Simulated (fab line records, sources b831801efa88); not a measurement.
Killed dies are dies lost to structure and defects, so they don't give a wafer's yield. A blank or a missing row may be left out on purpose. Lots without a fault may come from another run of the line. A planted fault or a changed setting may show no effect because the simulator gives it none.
A struck lot beside a sound one | flow sky130 | 16 steps out of a route of 708
Sound: wafers L440.1, L440.2, L440.6. Struck: wafers L459.4, L459.5. (L459.3 of the same lot was not struck and is left out.) The cause comes at the end.
At each step with rows: each side's tool, then ch and its chambers, then its first start. Under that, the readings that differ: sound wafers | struck wafers | difference of the means | sigmas: that difference in standard deviations of wafers without a fault.
alike: readings whose means differ by less than 2 such deviations, and words and numbers that are the same on both sides. not compared: withheld readings, readings that some wafer has no value for, bounds like >300 that may hide the same value, and numbers for which the record gives no deviation and whose values overlap.
The two part at a step that has a row with sigmas, a row that says differs or no value, or rows on one side only. Numbers that don't overlap but have no deviation are shown without sigmas and don't part them. A reading that every wafer of one side lacks parts them only if that side has two wafers or more.

first, 2 steps without rows for these wafers: SKY_METAL3_PEB_11; SKY_METAL3_DEVELOP_12 (develop time 60 s).
SKY_METAL3_CD_MEAS_13: target cd 300 nm.
  sound on cd_sem-01, day 39 03:58; struck on cd_sem-02, day 44 10:22
  alike: cd_nm
SKY_METAL3_OVL_MEAS_14:
  sound on overlay-01, day 39 04:05; struck on overlay-01, day 44 10:27
  alike: METAL3_OVL
SKY_METAL3_DESCUM_15: chemistry O2, time 8 s.
  sound on rie_metal-04 ch 0,1, day 39 04:07; struck on rie_metal-04 ch 0,1, day 44 10:29
  alike: drypump_motor_current_A, oes_product_au
  not compared: rf_hours_counter_h
then, 1 step without rows for these wafers: SKY_METAL3_ETCH_16 (etches BARC in N2/H2, stops on SiO2, time 88.2 s, target depth 60 nm).
SKY_METAL3_ETCH_17: etches SiO2 in C4F8/O2/Ar, stops on TiN, time 3.9 s, target depth 15 nm.
  sound on rie_diel-04 ch 1,3, day 39 04:15; struck on rie_diel-02 ch 0,2, day 44 10:37
  alike: oes_product_au
SKY_METAL3_METAL_ETCH_18: etches the open film in Cl2/BCl3, stops on SiO2, target depth 845 nm, time 183.1 s.
  sound on rie_metal-02 ch 0,1, day 39 04:16; struck on rie_metal-01 ch 1, day 44 10:41
  alike: drypump_motor_current_A, oes_product_au, throttle_valve_pct
  not compared: rf_hours_counter_h
SKY_METAL3_STRIP_19: strips in O2/N2.
  sound on plasma_asher-02 ch 0,1, day 39 04:27; struck on plasma_asher-04 ch 1, day 44 10:50
  reading                      | sound          | struck    | difference | sigmas
  strip_time_to_endpoint_s (s) | 6.43 6.55 6.51 | 6.67 6.59 | +0.13      | +3
  alike: drypump_motor_current_A, oes_product_au
  not compared: rf_hours_counter_h
then, 3 steps without rows for these wafers: SKY_METAL3_STRIP_20 (strips in post etch residue remover, time 1200 s); SKY_METAL3_CLEAN_21 (cleans in IPA, time 180 s); SKY_METAL3_CLEAN_22 (cleans in O3/DIW).
SKY_VIA3_HDPCVD_00: deposits SiO2, target thk 1635 nm, time 272.5 s.
  sound on hdpcvd-01 ch 0,1, day 39 05:04; struck on hdpcvd-01 ch 0,2, day 44 11:26
  reading                                  | sound             | struck      | difference | sigmas
  run_length_s (s)                         | 299.2 300.2 300.3 | 374.2 372.7 | +73.6      | +99 or more
  model.SiO2_of_VIA3_HDPCVD_00.thk_nm (nm) | 1633 1645 1617    | 2087 2058   | +441       |
SKY_VIA3_THK_MEAS_01:
  sound on film_metro-02, day 39 05:14; struck on film_metro-01, day 44 11:37
  reading              | sound          | struck    | difference | sigmas
  VIA3_HDPCVD_THK (nm) | 1634 1645 1617 | 2088 2057 | +440       | +26
SKY_VIA3_CMP_02: polishes SiO2.
  sound on cmp-02 ch 0,3, day 39 05:50; struck on cmp-01 ch 1,3, day 44 11:46
  alike: motor_current_A, slurry_flow_ml_min
then, 1 step without rows for these wafers: SKY_PAD_OPEN_PROBE_99.

WHERE THEY PART
First at SKY_METAL3_STRIP_19; last, within this record, at SKY_VIA3_THK_MEAS_01. Later steps at which nothing parts them and some readings are alike: SKY_VIA3_CMP_02.

WHY: what the simulator had put in
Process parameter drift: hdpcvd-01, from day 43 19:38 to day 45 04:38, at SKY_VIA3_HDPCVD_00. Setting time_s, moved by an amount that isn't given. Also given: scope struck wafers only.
